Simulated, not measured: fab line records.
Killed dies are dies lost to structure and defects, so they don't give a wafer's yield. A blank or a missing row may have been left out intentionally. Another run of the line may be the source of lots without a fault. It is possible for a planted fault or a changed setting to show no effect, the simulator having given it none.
Problem report, 8D (eight disciplines) form, completed by code ; flow sky130 ; the parts of the form that need people (team, actions taken, sign-off) are left out

## 1. THE PROBLEM
Across 9 wafers from 3 lots, CAPM_TIN_RS at SKY_CAPM_RS_MEAS_03 averages 9.62 ohm/sq, while fault-free wafers read 6.93 ohm/sq with a standard deviation of 0.088. That puts it +31 standard deviations away from the usual mean.
The step: measures by four-point-probe.
Earliest sighting: wafer L197.3 on film-metro-03 at day 40 02:27. The record has a number at this step for 33 wafers belonging to 11 lots. By rule, "out" or "out of limits" means more than 4 standard deviations away from the usual mean. The rest of the wafers with a number are treated as sound.

## 2. WHAT IT IS, WHAT IT ISN'T
question;is;is not
which readings at this step;CAPM_TIN_RS;-
which lots;L197, L198, L200;L186, L187, L189, L191, L194, L199, L208, L209
which wafers of those lots;all that have a number;-
read on which gauges;film-metro-03;film-metro-01, film-metro-04
when;from day 40 02:27;"up to then (15 sound wafers); but 9 sound wafers of L199, L208, L209 came after"

## 3. THE SUSPECTS, EACH WITH WHAT RULES IT OUT
Counting: a tool stays on the suspect list if, at a process step up to the reading, it processed all lots that are out and no sound lot following the first of them.
- the gauge at SKY_CAPM_RS_MEAS_03 has been ruled out. All the wafers that are out were read on film-metro-03, but those of them that SKY_CAPM_METAL_ETCH_13 has rows for are out there too, on other tools.
- pvd-sputter-02 at SKY_CAPM_SPUTTER_02 (material TiN, target thk 200 nm, time 166.7 s): kept. Every lot that is out went through it, starting with L197 (day 40 02:18), and after that it ran no sound lot; the last sound lot it ran before then is L194 (day 38 22:08).
After counting, what remains is pvd-sputter-02 at SKY_CAPM_SPUTTER_02.

## 4. THE CAUSE (what the simulator had put in)
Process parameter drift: pvd-sputter-02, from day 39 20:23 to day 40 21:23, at SKY_CAPM_SPUTTER_02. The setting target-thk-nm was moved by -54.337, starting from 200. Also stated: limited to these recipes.
Only this tool survived the counting.

## 5. SEQUENCE OF EFFECTS, ordered by route
Rows list readings where the struck wafers' mean (over those with a number) sits beyond 3 standard deviations from the usual. Readings are gone through only where the record gives a usual standard deviation; hours: the median, over the lots, of the time from a lot's start at the first step in this table giving one to that lot's start at this step; sigmas: the change measured in usual standard deviations.
hours;step;reading;usual;on struck wafers;change;sigmas
0;SKY_CAPM_RS_MEAS_03;CAPM_TIN_RS;6.93 ohm/sq;9.62;+2.69;+31
2;SKY_CAPM_THK_MEAS_04;CAPM_TIN_THK;200.0 nm;144.1;-55.9;-19
24;SKY_CAPM_METAL_ETCH_13;oes-product-au;0.940 a.u.;0.788;-0.152;-18
24;SKY_CAPM_METAL_ETCH_13;throttle-valve-pct;21.903 %;22.000;+0.097;+10
It contains these process steps:
- SKY_CAPM_METAL_ETCH_13: etches TiN in Cl2/BCl3, stops on SiO2, target depth 220 nm, time 62.9 s.

## 6. HOW IT WOULD HAVE BEEN CAUGHT EARLIER
The first out-of-limits reading at a measuring or inspecting step in this record came at day 40 02:27, 6 hours after the fault's start at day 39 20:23.
Tool readings at SKY_CAPM_SPUTTER_02 with a usual standard deviation given in the record: none out on any struck wafer, hence no alarm at a limit of 4 standard deviations on them.
Lots out: 3; of these, L198, L200 started SKY_CAPM_SPUTTER_02 on pvd-sputter-02 after day 40 02:27. A hold on the tool at that time would have spared those 2.
